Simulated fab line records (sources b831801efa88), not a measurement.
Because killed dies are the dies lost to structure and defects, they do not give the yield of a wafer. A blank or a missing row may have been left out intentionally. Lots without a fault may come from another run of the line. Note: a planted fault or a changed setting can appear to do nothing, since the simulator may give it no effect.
8D (eight disciplines) problem report, filled in by code ; flow gf180mcu ; the parts of the form that need people (team, actions taken, sign-off) are left out

1. THE PROBLEM
overpolishRunS at GF_CONTACT_CMP_27 reads a mean of 0.042 s on 2 wafers of 2 lots; wafers without a fault read 15.000 s with a standard deviation of 0.0093. So: -99 or more standard deviations from the usual mean.
The step: polishes, stops on SiO2, t overpolish 15 s, target thk 0 nm.
First observed at day 19 06:07: wafer L302.5, on cmp-02. At this step, 41 wafers from 14 lots have a number in the record. Rule for "out" (also "out of limits"): further than 4 standard deviations from the usual mean. The other wafers with a number count as sound.

2. WHAT THIS IS AND IS NOT
question;is;is not
which readings at this step;overpolishRunS, timeToEndpointS;headPressurePsi, motorCurrentA
which lots;L302, L304;L294, L295, L296, L297, L298, L299, L300, L312, L313, L314, L315, L316
which wafers of those lots;L302.5, L304.1;L302.3, L304.3, L304.6
read on which tools;cmp-02;cmp-01
when;from day 19 06:07;"up to then (22 sound wafers); but 17 sound wafers of L304, L312, L313, L314, L315, L316 came after"

3. WHAT RULES OUT EACH SUSPECT
Counting: a tool at a process step up to the reading stays a suspect if it ran every lot that is out. Sound lots after the first of them don't rule it out here, since some wafers of a struck lot are sound.
- cmp-02 at GF_CONTACT_CMP_27 (polishes, stops on SiO2, t overpolish 15 s, target thk 0 nm): kept. It processed each lot that is out (first: L302, day 19 06:07); up to then, its last sound lot is L300 (day 18 18:19). Out on those wafers are its own readings of overpolishRunS, timeToEndpointS.
Remaining after the count: cmp-02 at GF_CONTACT_CMP_27.

4. THE CAUSE (what the simulator had put in)
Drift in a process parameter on cmp-02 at GF_CONTACT_CMP_27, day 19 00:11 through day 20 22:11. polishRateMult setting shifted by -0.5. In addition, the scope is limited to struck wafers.
This tool alone remained once counting was done.

5. THE CHAIN OF EFFECTS, in route order
One row per reading whose mean, taken over the struck wafers that have a number, lies over 3 standard deviations from the usual. Readings are gone through only where the record gives a usual standard deviation; hours: the median, over the lots, of the time from a lot's start at the first step in this table giving one to that lot's start at this step; sigmas: the change measured in usual standard deviations.
hours;step;reading;usual;on struck wafers;change;sigmas
0;GF_CONTACT_CMP_27;overpolishRunS;15.000 s;0.042;-14.958;-99 or more
0;GF_CONTACT_CMP_27;timeToEndpointS;73.1 s;113.2;+40.1;+14
290;GF_PASSIVATION_PROBE_99;killedAtContacts;5.4;454.0;+448.6;+99 or more
290;GF_PASSIVATION_PROBE_99;killedDies;47;492;+445;+65
290;GF_PASSIVATION_PROBE_99;killedOnRim;10;96;+86;+28
Here are the process steps it includes:
- GF_CONTACT_CMP_27: polishes, stops on SiO2, t overpolish 15 s, target thk 0 nm.
- GF_PASSIVATION_PROBE_99

6. WHAT WOULD HAVE CAUGHT IT SOONER
In this record the first reading out of limits was taken at day 19 06:07, 6 hours after the fault began at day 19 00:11.
